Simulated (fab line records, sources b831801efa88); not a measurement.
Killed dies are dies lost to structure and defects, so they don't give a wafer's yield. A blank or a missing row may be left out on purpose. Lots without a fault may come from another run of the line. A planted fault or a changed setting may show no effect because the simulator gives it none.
Which tool did it? | flow sky130 | 11 lots, 33 wafers sampled, at 5 steps of a route of 708

WHAT THE GAUGES READ, wafer by wafer
The record holds no reading of a measuring or inspecting step that can be judged against a usual standard deviation.

WHICH TOOL RAN EACH LOT (tool, then ch and the chambers of the sampled wafers, then the start)
lot  | SKY_VIA4_CMP_21               | SKY_METAL5_SPUTTER_00        | SKY_METAL5_DESCUM_14              | SKY_PAD_OPEN_STRIP_08                | SKY_PAD_OPEN_PROBE_99
L439 | cmp-01 ch 0,1,3, day 43 09:50 | pvd_sputter-02, day 43 09:59 | rie_metal-02 ch 0,1, day 44 09:19 | plasma_asher-02 ch 0,1, day 46 06:11 | prober-01, day 46 08:34
L441 | cmp-02 ch 1,2,3, day 44 01:22 | pvd_sputter-03, day 44 01:40 | rie_metal-02 ch 0,1, day 45 00:26 | plasma_asher-03 ch 0,1, day 46 19:56 | prober-02, day 46 23:31
L440 | cmp-02 ch 1,2, day 44 01:54   | pvd_sputter-04, day 44 02:12 | rie_metal-04 ch 0,1, day 45 00:44 | plasma_asher-02 ch 0,1, day 46 20:56 | prober-01, day 46 23:54
L442 | cmp-01 ch 0,1,3, day 44 10:47 | pvd_sputter-02, day 44 10:59 | rie_metal-04 ch 0,1, day 45 08:50 | plasma_asher-04 ch 0,1, day 47 03:58 | prober-02, day 47 06:15
L443 | cmp-02 ch 1,2,3, day 44 15:26 | pvd_sputter-03, day 44 15:41 | rie_metal-04 ch 0,1, day 45 13:19 | plasma_asher-02 ch 0,1, day 47 07:14 | prober-01, day 47 09:29
L448 | cmp-02 ch 0,1,2, day 45 20:56 | pvd_sputter-03, day 45 21:14 | rie_metal-02 ch 0,1, day 46 18:32 | plasma_asher-02 ch 0, day 48 11:24   | prober-01, day 48 13:43
L454 | cmp-01 ch 0,1,3, day 47 10:23 | pvd_sputter-03, day 47 10:41 | rie_metal-02 ch 0,1, day 48 06:01 | plasma_asher-04 ch 0,1, day 49 19:46 | prober-02, day 49 22:41
L455 | cmp-01 ch 0,1,3, day 47 11:44 | pvd_sputter-04, day 47 11:59 | rie_metal-01 ch 0,1, day 48 07:13 | plasma_asher-03 ch 0,1, day 49 21:05 | prober-01, day 49 23:18
L457 | cmp-01 ch 0,1,2, day 48 05:31 | pvd_sputter-04, day 48 05:49 | rie_metal-04 ch 0,1, day 49 00:38 | plasma_asher-02 ch 0,1, day 50 11:53 | prober-01, day 50 14:06
L459 | cmp-02 ch 1,2, day 48 21:33   | pvd_sputter-04, day 48 21:48 | rie_metal-04 ch 0,1, day 49 15:58 | plasma_asher-02 ch 0,1, day 51 02:17 | prober-01, day 51 04:32
L461 | cmp-02 ch 1,2,3, day 49 08:38 | pvd_sputter-03, day 49 08:53 | rie_metal-01 ch 0,1, day 50 01:02 | plasma_asher-02 ch 0,1, day 51 09:20 | prober-02, day 51 11:34
- SKY_VIA4_CMP_21: polishes, stops on SiO2, t overpolish 25 s, target thk 0 nm.
- SKY_METAL5_SPUTTER_00: material Ti, target thk 15 nm, time 10 s.
- SKY_METAL5_DESCUM_14: chemistry O2, time 11 s.
- SKY_PAD_OPEN_STRIP_08: strips in O2/N2.
- SKY_PAD_OPEN_PROBE_99

WHAT THE TOOLS THEMSELVES READ (means of the sampled wafers that have a number; where no wafer has one, the mark that the record gives instead)
SKY_VIA4_CMP_21. Usual: motor_current_A 10.8 A, standard deviation 1.2; overpolish_run_s 25.001 s, standard deviation 0.0095; time_to_endpoint_s 122 s, standard deviation 5.
lot  | tool   | motor_current_A (A) | overpolish_run_s (s) | time_to_endpoint_s (s) | flag
L439 | cmp-01 | 10.8                | 24.997               | 128                    |
L441 | cmp-02 | 11.5                | 25.007               | 117                    |
L440 | cmp-02 | 11.5                | 25.013               | 117                    |
L442 | cmp-01 | 10.6                | 24.995               | 125                    |
L443 | cmp-02 | 11.9                | 24.996               | 118                    |
L448 | cmp-02 | 11.0                | 24.999               | 119                    |
L454 | cmp-01 | 11.1                | 24.999               | 129                    |
L455 | cmp-01 | 11.1                | 24.998               | 127                    |
L457 | cmp-01 | 10.2                | 25.012               | 128                    |
L459 | cmp-02 | 11.4                | 25.003               | 118                    |
L461 | cmp-02 | 11.7                | 25.003               | 122                    |

SKY_METAL5_SPUTTER_00. Usual: throttle_valve_pct 30.0 %, standard deviation 0.85.
lot  | tool           | throttle_valve_pct (%) | flag
L439 | pvd_sputter-02 | 29.4                   |
L441 | pvd_sputter-03 | 30.5                   |
L440 | pvd_sputter-04 | 29.3                   |
L442 | pvd_sputter-02 | 29.3                   |
L443 | pvd_sputter-03 | 30.5                   |
L448 | pvd_sputter-03 | 30.3                   |
L454 | pvd_sputter-03 | 30.0                   |
L455 | pvd_sputter-04 | 29.8                   |
L457 | pvd_sputter-04 | 30.1                   |
L459 | pvd_sputter-04 | 30.2                   |
L461 | pvd_sputter-03 | 30.5                   |

SKY_METAL5_DESCUM_14. Usual: drypump_motor_current_A 5.9 A, standard deviation 0.49; oes_product_au 1.005 a.u., standard deviation 0.0084.
lot  | tool         | drypump_motor_current_A (A) | oes_product_au (a.u.) | flag
L439 | rie_metal-02 | 5.5                         | 1.001                 |
L441 | rie_metal-02 | 5.5                         | 1.005                 |
L440 | rie_metal-04 | 6.2                         | 0.996                 |
L442 | rie_metal-04 | 6.4                         | 1.010                 |
L443 | rie_metal-04 | 6.2                         | 1.003                 |
L448 | rie_metal-02 | 5.5                         | 1.003                 |
L454 | rie_metal-02 | 5.5                         | 1.007                 |
L455 | rie_metal-01 | 5.4                         | 1.006                 |
L457 | rie_metal-04 | 6.4                         | 1.006                 |
L459 | rie_metal-04 | 6.1                         | 0.994                 |
L461 | rie_metal-01 | 5.4                         | 1.017                 |

SKY_PAD_OPEN_STRIP_08. Usual: drypump_motor_current_A 5.93 A, standard deviation 0.29; oes_product_au 0.663 a.u., standard deviation 0.0048; strip_time_to_endpoint_s 37.01 s, standard deviation 0.1.
lot  | tool            | drypump_motor_current_A (A) | oes_product_au (a.u.) | strip_time_to_endpoint_s (s) | flag
L439 | plasma_asher-02 | 6.14                        | 0.663                 | 37.04                        |
L441 | plasma_asher-03 | 5.66                        | 0.666                 | 37.07                        |
L440 | plasma_asher-02 | 6.12                        | 0.665                 | 37.01                        |
L442 | plasma_asher-04 | 5.91                        | 0.662                 | 37.08                        |
L443 | plasma_asher-02 | 6.12                        | 0.665                 | 37.03                        |
L448 | plasma_asher-02 | 5.87                        | 0.659                 | 36.97                        |
L454 | plasma_asher-04 | 5.75                        | 0.664                 | 37.00                        |
L455 | plasma_asher-03 | 5.90                        | 0.661                 | 36.99                        |
L457 | plasma_asher-02 | 5.99                        | 0.665                 | 37.19                        |
L459 | plasma_asher-02 | 6.14                        | 0.661                 | 37.01                        |
L461 | plasma_asher-02 | 6.01                        | 0.659                 | 36.96                        |

SKY_PAD_OPEN_PROBE_99. Usual: defect_limited_yield 82.8 %, standard deviation 2; killed_at_M0_to_M3 43, standard deviation 6.4; killed_at_M4_up 3.1, standard deviation 2; killed_at_contacts 24, standard deviation 5.2; killed_at_front_end 15, standard deviation 4.3; killed_at_other 0.2, standard deviation 0.48; killed_dies 85, standard deviation 9.7; killed_on_rim 17, standard deviation 4.2; killed_open 47, standard deviation 6.9; killed_short 38, standard deviation 6.7; sort_bin_3_pad_short 0.9 %, standard deviation 0.48; sort_bin_5_function 10.3 %, standard deviation 1.6; sort_bin_6_memory 6.1 %, standard deviation 0.97; sort_n_pass 407, standard deviation 9.7; sort_yield_pct 82.8 %, standard deviation 2.
lot  | tool      | defect_limited_yield (%) | killed_at_M0_to_M3 | killed_at_M4_up | killed_at_contacts | killed_at_front_end | killed_at_other | killed_dies | killed_on_rim | killed_open | killed_short | sort_bin_3_pad_short (%) | sort_bin_5_function (%) | sort_bin_6_memory (%) | sort_n_pass | sort_yield_pct (%) | flag
L439 | prober-01 | 81.6                     | 47                 | 3.7             | 26                 | 14                  | 0.3             | 91          | 16            | 49          | 42           | 0.4                      | 11.7                    | 6.4                   | 401         | 81.6               |
L441 | prober-02 | 84.0                     | 38                 | 1.7             | 24                 | 15                  | 0.3             | 79          | 14            | 43          | 36           | 1.3                      | 9.2                     | 5.6                   | 413         | 84.0               |
L440 | prober-01 | 80.6                     | 50                 | 3.0             | 29                 | 13                  | 0.7             | 95          | 22            | 54          | 41           | 1.2                      | 12.3                    | 5.9                   | 397         | 80.6               |
L442 | prober-02 | 81.6                     | 48                 | 2.3             | 24                 | 16                  | 0.0             | 90          | 21            | 52          | 38           | 1.3                      | 9.9                     | 7.2                   | 402         | 81.6               |
L443 | prober-01 | 83.1                     | 45                 | 4.3             | 24                 | 10                  | 0.0             | 83          | 17            | 50          | 33           | 1.0                      | 10.5                    | 5.4                   | 409         | 83.1               |
L448 | prober-01 | 76.8                     | 38                 | 37.3            | 21                 | 17                  | 0.7             | 114         | 23            | 39          | 40           | 1.3                      | 13.5                    | 8.4                   | 378         | 76.8               | OFF
L454 | prober-02 | 83.5                     | 37                 | 3.7             | 29                 | 12                  | 0.0             | 81          | 17            | 45          | 36           | 0.7                      | 9.8                     | 5.9                   | 411         | 83.5               |
L455 | prober-01 | 83.1                     | 41                 | 3.0             | 24                 | 14                  | 0.0             | 83          | 15            | 45          | 38           | 0.9                      | 9.2                     | 6.7                   | 409         | 83.1               |
L457 | prober-01 | 83.5                     | 46                 | 1.7             | 19                 | 14                  | 0.3             | 81          | 17            | 49          | 32           | 0.6                      | 10.4                    | 5.4                   | 411         | 83.5               |
L459 | prober-01 | 82.9                     | 43                 | 3.3             | 26                 | 11                  | 0.0             | 84          | 20            | 46          | 38           | 1.0                      | 10.4                    | 5.7                   | 408         | 82.9               |
L461 | prober-02 | 84.4                     | 39                 | 1.7             | 25                 | 11                  | 0.0             | 77          | 13            | 45          | 32           | 1.0                      | 8.4                     | 6.2                   | 415         | 84.4               |

THE ANSWER, worked out from the rows above alone
Rule: a lot is off if the mean of its wafers that have a number lies more than 3 standard deviations from the usual mean. A lot without any number at a reading at which 4 lots or more have one is off too. The other lots that the step has rows for count as sound. The gauges are gone through in route order, then the tools' own readings, and for those a lot's mean is taken as printed above. The first step at which some lot is off is used, and at that step the reading that is off furthest; a lot without a number counts as furthest.
Off: L448, at SKY_PAD_OPEN_PROBE_99 (killed_at_M4_up).
A tool fits if, at that step or a process step before it, it ran every lot that is off, and no sound lot after the first of them. None of those tried fits.

WHAT THE SIMULATOR HAD PUT IN
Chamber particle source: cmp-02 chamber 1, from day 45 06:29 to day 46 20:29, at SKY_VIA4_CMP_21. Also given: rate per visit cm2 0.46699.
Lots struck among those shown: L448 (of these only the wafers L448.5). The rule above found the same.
